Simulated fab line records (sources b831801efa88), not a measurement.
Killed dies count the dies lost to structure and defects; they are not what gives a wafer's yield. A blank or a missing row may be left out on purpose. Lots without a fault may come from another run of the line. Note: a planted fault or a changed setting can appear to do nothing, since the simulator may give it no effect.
Problem report, 8D (eight disciplines) form, completed by code ; flow sky130 ; the parts of the form that need people (team, actions taken, sign-off) are left out

== 1. PROBLEM STATEMENT ==
Mean of run-length-s at SKY_VIA1_ETCH_15: 88.2 s across 2 wafers in 2 lots; on wafers with no fault it is 82.3 s (standard deviation 0.44). Relative to the usual mean, that is a shift of +13 standard deviations.
The step: etches SiO2 in C4F8/O2/Ar, stops on TiN, target depth 351 nm, time 54 s.
First seen on wafer L652.3, day 39 03:37, on rie-diel-04. The record has a number at this step for 33 wafers belonging to 11 lots. Rule for "out", or "out of limits": more than 4 standard deviations from the usual mean. All remaining wafers that have a number are taken as sound.

== 2. WHAT IT IS AND WHAT IT IS NOT ==
question;is;is not
which readings at this step;run-length-s, oes-product-au;-
which lots;L652, L654;L636, L639, L644, L645, L646, L647, L648, L649, L659
which wafers of those lots;L652.3, L654.3;L652.4, L652.5, L654.2, L654.4
read on which tools;rie-diel-04;rie-diel-01, rie-diel-03
when;from day 39 03:37;"up to then (26 sound wafers); but 5 sound wafers of L654, L659 came after"

== 3. THE SUSPECTS, EACH WITH WHAT RULES IT OUT ==
Counting: a tool at a process step up to the reading stays a suspect if it ran every lot that is out. Sound lots after the first of them don't rule it out here, since some wafers of a struck lot are sound.
- rie-diel-04 at SKY_VIA1_ETCH_15 (etches SiO2 in C4F8/O2/Ar, stops on TiN, target depth 351 nm, time 54 s): kept. Every lot that is out went through it, the first being L652 (day 39 03:37); the last sound lot it ran before that was L645 (day 36 15:49). On those wafers its own readings are out: oes-product-au, run-length-s.
After counting, what remains is rie-diel-04 at SKY_VIA1_ETCH_15.

== 4. THE CAUSE (what the simulator had put in) ==
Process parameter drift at SKY_VIA1_ETCH_15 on rie-diel-04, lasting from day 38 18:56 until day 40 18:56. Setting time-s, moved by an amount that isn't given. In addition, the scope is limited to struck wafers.
After counting, this tool was the only one left.

== 5. THE EFFECT CHAIN, in route order ==
Each row: a reading whose mean over the struck wafers that have a number lies more than 3 standard deviations from the usual. Scope: only readings with a usual standard deviation given in the record; hours: median across lots of the time from each lot's start at the first step in this table that gives one to its start at this step; sigmas: change in usual standard deviations.
hours;step;reading;usual;on struck wafers;change;sigmas
0;SKY_VIA1_ETCH_15;oes-product-au;0.979 a.u.;0.929;-0.050;-7.9
0;SKY_VIA1_ETCH_15;run-length-s;82.3 s;88.2;+5.9;+13
Its process steps:
- SKY_VIA1_ETCH_15: etches SiO2 in C4F8/O2/Ar, stops on TiN, target depth 351 nm, time 54 s.

== 6. HOW IT WOULD HAVE BEEN CAUGHT EARLIER ==
First out-of-limits reading in this record: day 39 03:37, which is 9 hours after fault onset at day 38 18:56.
